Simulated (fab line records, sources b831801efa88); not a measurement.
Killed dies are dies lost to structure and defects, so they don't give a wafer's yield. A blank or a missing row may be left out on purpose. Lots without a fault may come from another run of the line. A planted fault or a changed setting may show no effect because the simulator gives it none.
A struck lot beside a sound one | flow gf180mcu | 21 steps out of a route of 602
Sound: wafers L224.1, L224.4, L224.6. Struck: wafers L233.1, L233.3, L233.4. The cause comes at the end.
At each step with rows: each side's tool, then ch and its chambers, then its first start. Under that, the readings that differ: sound wafers | struck wafers | difference of the means | sigmas: that difference in standard deviations of wafers without a fault.
alike: readings whose means differ by less than 2 such deviations, and words and numbers that are the same on both sides. not compared: withheld readings, readings that some wafer has no value for, bounds like >300 that may hide the same value, and numbers for which the record gives no deviation and whose values overlap.
The two part at a step that has a row with sigmas, a row that says differs or no value, or rows on one side only. Numbers that don't overlap but have no deviation are shown without sigmas and don't part them. A reading that every wafer of one side lacks parts them only if that side has two wafers or more.

first, 2 steps without rows for these wafers: GF_M3_CLEAN_19 (cleans in DIW); GF_V3_CVD_00 (deposits SiO2, target thk 600 nm, time 100 s).
GF_V3_THK_MEAS_01:
  sound on film_metro-02, day 22 22:41; struck on film_metro-02, day 25 19:58
  alike: V3_CVD_00_THK
GF_V3_CVD_02: deposits SiO2 from TEOS, target thk 850 nm, time 94.851 s.
  sound on pecvd-03 ch 0,1, day 22 22:45; struck on pecvd-02 ch 0,1,2, day 25 20:01
  alike: heater_power_w
GF_V3_THK_MEAS_03:
  sound on film_metro-01, day 22 22:49; struck on film_metro-01, day 25 20:05
  alike: V3_CVD_02_THK
GF_V3_CMP_04: polishes SiO2.
  sound on cmp-02 ch 0,1,3, day 22 22:59; struck on cmp-01 ch 1,2,3, day 25 20:09
  reading                | sound    | struck   | difference | sigmas
  time_to_endpoint_s (s) | 83 96 88 | 75 75 81 | -12        | -2
  alike: motor_current_A, slurry_filter_dp_kPa
GF_V3_BOW_MEAS_05:
  sound on film_metro-01, day 22 23:11; struck on film_metro-02, day 25 20:27
  alike: V3_BOW
then, 5 steps without rows for these wafers: GF_V3_DEHYDRATE_06 (time 60 s); GF_V3_HMDS_07 (prime time 60 s); GF_V3_COAT_08; GF_V3_COAT_09 (resist thk 1000 nm); GF_V3_SOFTBAKE_10 (time 60 s).
GF_V3_EXPOSE_11: exposes mask Via3, target cd 260 nm.
  sound on krf_scanner-02 ch 0, day 23 10:48; struck on krf_scanner-01 ch 0, day 26 07:32
  reading              | sound             | struck            | difference | sigmas
  exposure_dose_mJ_cm2 | 37.95 38.03 37.99 | 37.35 37.31 37.24 | -0.69      | -17
  alike: mask, reticle_temp_C
then, 2 steps without rows for these wafers: GF_V3_PEB_12 (peb time 90 s); GF_V3_DEVELOP_13 (develop time 60 s).
GF_V3_CD_MEAS_14: target cd 260 nm.
  sound on cd_sem-01, day 23 22:14; struck on cd_sem-01, day 26 17:44
  alike: cd_nm
GF_V3_OVL_MEAS_15:
  sound on overlay-01, day 23 22:21; struck on overlay-01, day 26 17:51
  alike: V3_OVL
GF_V3_ETCH_16: etches BARC in N2/H2.
  sound on rie_diel-03 ch 1,2,3, day 23 22:23; struck on rie_diel-04 ch 0,1,3, day 26 17:53
  alike: drypump_motor_current_A, n2_flow_sccm, oes_product_au, throttle_valve_pct
  not compared: model.V3.cd_nm
GF_V3_ETCH_17: etches SiO2 in C4F8/O2/Ar, stops on TiN, target depth 635 nm.
  sound on rie_diel-03 ch 1,2,3; struck on rie_diel-04 ch 0,1,3
  alike: oes_product_au
  not compared: model.V3.cd_nm
GF_V3_STRIP_18: strips in O2/N2.
  sound on plasma_asher-01 ch 1, day 23 22:31; struck on plasma_asher-01 ch 0,1, day 26 18:01
  alike: drypump_motor_current_A, heater_power_w, n2_flow_sccm, oes_product_au
  not compared: rf_hours_counter_h
-- the record jumps here: 6 days lie between the struck wafers' starts before and after (it left off in module V3 and takes up again in module PASSIVATION, whose first step shown is number 602 of the route) --
GF_PASSIVATION_PROBE_99:
  the record has rows for the struck wafers here (prober-02, day 32 15:42) and none for the sound ones

WHERE THEY PART
First at GF_V3_CMP_04; last, within this record, at GF_PASSIVATION_PROBE_99.

WHY: what the simulator had put in
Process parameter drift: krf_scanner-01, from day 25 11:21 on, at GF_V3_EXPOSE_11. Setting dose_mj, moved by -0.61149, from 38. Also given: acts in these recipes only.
